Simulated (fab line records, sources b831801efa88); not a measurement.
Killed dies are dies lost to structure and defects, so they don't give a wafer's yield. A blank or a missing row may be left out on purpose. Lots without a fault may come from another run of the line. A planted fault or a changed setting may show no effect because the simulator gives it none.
Split-lot experiment | flow sfq_line | 5 lots, 23 wafers read, on a route of 325 steps

THE SPLIT
At SFQ_TRILAYER_M0_LITHO_PEB_024 (peb time 60 s), the setting peb_time_s was moved away from the recipe's 60 s on 5 of the 23 wafers read, by -9.7% to -9.1%. The other wafers ran this setting at the recipe's value.

FROM THE SPLIT TO THE READING: what the file shows between them, 2 steps
- SFQ_TRILAYER_M0_LITHO_DEVELOP_023: time 60 s
- SFQ_TRILAYER_M0_BARC_OPEN_METAL_ETCH_031: etches BARC in O2, target depth 125 nm, time 41.7 s

THE READING
M0.cd_nm (the simulator's own value, which no gauge read), in nm, at SFQ_TRILAYER_M0_ETCH_METAL_ETCH_024 (etches Nb in Cl2/Ar, stops on SiO2, target depth 240 nm, time 120 s). The file gives no usual value for it. The 18 wafers here that ran the recipe average 500.2 nm, standard deviation 2.2 nm.

wafer  | tool, chamber at the split | peb_time_s as run, s | against the recipe | M0.cd_nm, nm | against lot-mates on the recipe
L080.2 | litho_track-02, 0          | 60                   | recipe             | 498.9        | -
L080.3 | litho_track-02, 0          | 60                   | recipe             | 499.6        | -
L080.4 | litho_track-02, 0          | 60                   | recipe             | 498.6        | -
L080.5 | litho_track-02, 0          | 60                   | recipe             | 499.7        | -
L080.6 | litho_track-02, 0          | 60                   | recipe             | 501.4        | -
L081.1 | litho_track-03, 0          | 60                   | recipe             | 497.7        | -
L081.2 | litho_track-03, 0          | 60                   | recipe             | 501.4        | -
L081.3 | litho_track-03, 0          | 60                   | recipe             | 501.9        | -
L082.1 | litho_track-02, 0          | 60                   | recipe             | 497.2        | -
L082.2 | litho_track-02, 0          | 60                   | recipe             | 498.4        | -
L082.3 | litho_track-02, 0          | 60                   | recipe             | 498.5        | -
L082.4 | litho_track-02, 0          | 60                   | recipe             | 496.8        | -
L082.5 | litho_track-02, 0          | 60                   | recipe             | 501.8        | -
L084.1 | litho_track-03, 0          | 54.53                | -9.1%              | 514.5        | +12.4
L084.2 | litho_track-03, 0          | 60                   | recipe             | 503.5        | -
L084.4 | litho_track-03, 0          | 60                   | recipe             | 500.8        | -
L084.5 | litho_track-03, 0          | 54.53                | -9.1%              | 513.2        | +11.1
L084.6 | litho_track-03, 0          | 54.53                | -9.1%              | 517.1        | +15.0
L085.1 | litho_track-03, 0          | 60                   | recipe             | 499.4        | -
L085.2 | litho_track-03, 0          | 54.19                | -9.7%              | 518.7        | +16.2
L085.3 | litho_track-03, 0          | 60                   | recipe             | 503          | -
L085.5 | litho_track-03, 0          | 54.19                | -9.7%              | 514.5        | +12.0
L085.6 | litho_track-03, 0          | 60                   | recipe             | 505          | -

THE FIT
A straight line over all 23 wafers: M0.cd_nm changes by -1.65 nm for each +1% of peb_time_s; r = -0.95; the points scatter about the line by 2.2 nm.
The same after taking each lot's own level away (the mean of its wafers on the recipe; 23 wafers): -1.43 nm for each +1%; r = -0.95; scatter 1.8 nm.
On that fit, the largest move of peb_time_s shifts the reading by 14 nm.
The lots' own levels span 498.54 to 502.47 nm, that is 1.8 times the standard deviation above.
So the lot-to-lot level changes the slope: the two fits differ.
Check: with one of the wafers moved furthest among these (-9.7%) left out of the fit, the line predicts +13.2 nm for it against its lot-mates. It came out at +16.2 nm against them.

OTHER SPLITS ON THESE WAFERS
These wafers also went through other splits before the reading. Each is held against what the fit with the lots' levels taken away leaves over:
other split on the same wafers                    | wafers away from the commonest value | r with M0.cd_nm (lot level and that fit taken away)
SFQ_TRILAYER_L0_LITHO_COAT_010 resist_thk_nm      | 7                                    | +0.13
SFQ_TRILAYER_L0_LITHO_EXPOSE_006 dose_mj          | 8                                    | -0.16
SFQ_TRILAYER_L0_VIA_LITHO_COAT_013 resist_thk_nm  | 6                                    | -0.11
SFQ_TRILAYER_L0_VIA_BARC_OPEN_VIA_ETCH_021 time_s | 7                                    | -0.14
SFQ_TRILAYER_L0_VIA_ETCH_VIA_ETCH_016 bias_w      | 9                                    | -0.01

THE WHOLE CHAIN: every reading that the file lists as answering this split, in the file's order
step                                     | what it does                                                        | reading                                                   | change (the file's fit)              | r (the file's)
SFQ_TRILAYER_M0_BARC_OPEN_METAL_ETCH_031 | etches BARC in O2, target depth 125 nm, time 41.7 s                 | M0.cd_nm (the simulator's own value, which no gauge read) | -1.48 nm for each +1% of the setting | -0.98
SFQ_TRILAYER_M0_ETCH_METAL_ETCH_024      | etches Nb in Cl2/Ar, stops on SiO2, target depth 240 nm, time 120 s | M0.cd_nm (the simulator's own value, which no gauge read) | -1.43 nm for each +1% of the setting | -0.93

THE FILE'S OWN FIT
M0.cd_nm changes by -1.43 nm for each +1% of peb_time_s, r = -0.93.
